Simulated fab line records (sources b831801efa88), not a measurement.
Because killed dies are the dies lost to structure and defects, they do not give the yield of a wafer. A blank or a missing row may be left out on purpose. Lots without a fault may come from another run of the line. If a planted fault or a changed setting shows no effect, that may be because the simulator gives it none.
One fault seen from 2 desks | flow gf180mcu | numbers are kept per desk, each desk with only its own; the story behind them comes last

TOOL OWNER'S DESK, pecvd-03
The tool's own readings at GF_V3_CVD_02 (deposits SiO2 from TEOS, target thk 850 nm, time 94.851 s): means of the sampled wafers that have a number, for each lot that ran on this tool. A lot is out of limits, marked OUT, if its mean lies more than 4 standard deviations from the usual mean; the brackets give that distance.
Columns: A = heater power w at GF_V3_CVD_02, usual 695 W; B = run length s at GF_V3_CVD_02, usual 122.7 s
lot  | first seen here | A   | B
L355 | day 21 18:21    | 771 | 123.1
L356 | day 22 18:58    | 723 | 122.4
L359 | day 23 13:50    | 653 | 122.7
L360 | day 23 15:11    | 695 | 122.8
L362 | day 24 15:54    | 717 | 122.6
L366 | day 25 13:37    | 705 | 122.5
L374 | day 28 06:37    | 680 | 118.1 (-8.8) OUT
L376 | day 28 10:15    | 675 | 119.6 (-5.8) OUT
This desk's finding: out of limits on L374, L376; first on L374, day 28 06:37 (run length s at GF_V3_CVD_02). L355, L356, L359, L360, L362, L366 stayed within limits.

METROLOGY DESK
What the gauges read for every lot (on any tool): the sampled wafers with a number, averaged. A lot is out of limits, marked OUT, if its mean lies more than 4 standard deviations from the usual mean; the brackets give that distance.
Columns: A = cd nm at GF_M3_CD_MEAS_14, usual 280.1 nm; B = V3_CVD_02_THK at GF_V3_THK_MEAS_03, usual 848 nm
lot  | first seen here | A     | B
L355 | day 21 17:24    | 280.9 | 854
L356 | day 22 18:00    | 280.6 | 845
L357 | day 23 10:14    | 280.0 | 845
L359 | day 23 12:53    | 280.3 | 838
L360 | day 23 14:11    | 279.9 | 838
L362 | day 24 14:38    | 281.5 | 844
L366 | day 25 12:40    | 280.6 | 848
L374 | day 28 05:40    | 280.8 | 808
L375 | day 28 08:55    | 281.2 | 840
L376 | day 28 09:16    | 280.7 | 808
L377 | day 29 03:32    | 279.1 | 846
Result from this desk: across the 11 lots, nothing is out of limits.

ALL TOGETHER
At day 28 06:37, on L374, L376, the tool owner's desk was in a position to raise an alarm.
From the metrology desk's view, nothing was out of limits.
The metrology desk has L374, L376 on record, within its limits.
GF_V3_CVD_02 was run on pecvd-03 by each of the lots named.

WHAT THE SIMULATOR HAD INSERTED
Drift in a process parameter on pecvd-03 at GF_V3_CVD_02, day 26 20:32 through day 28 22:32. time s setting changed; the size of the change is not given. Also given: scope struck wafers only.
Shown lots that were struck: L374, L376.
Time in hours from fault onset to the first out-of-limits reading at each desk: the tool owner's desk, 34.
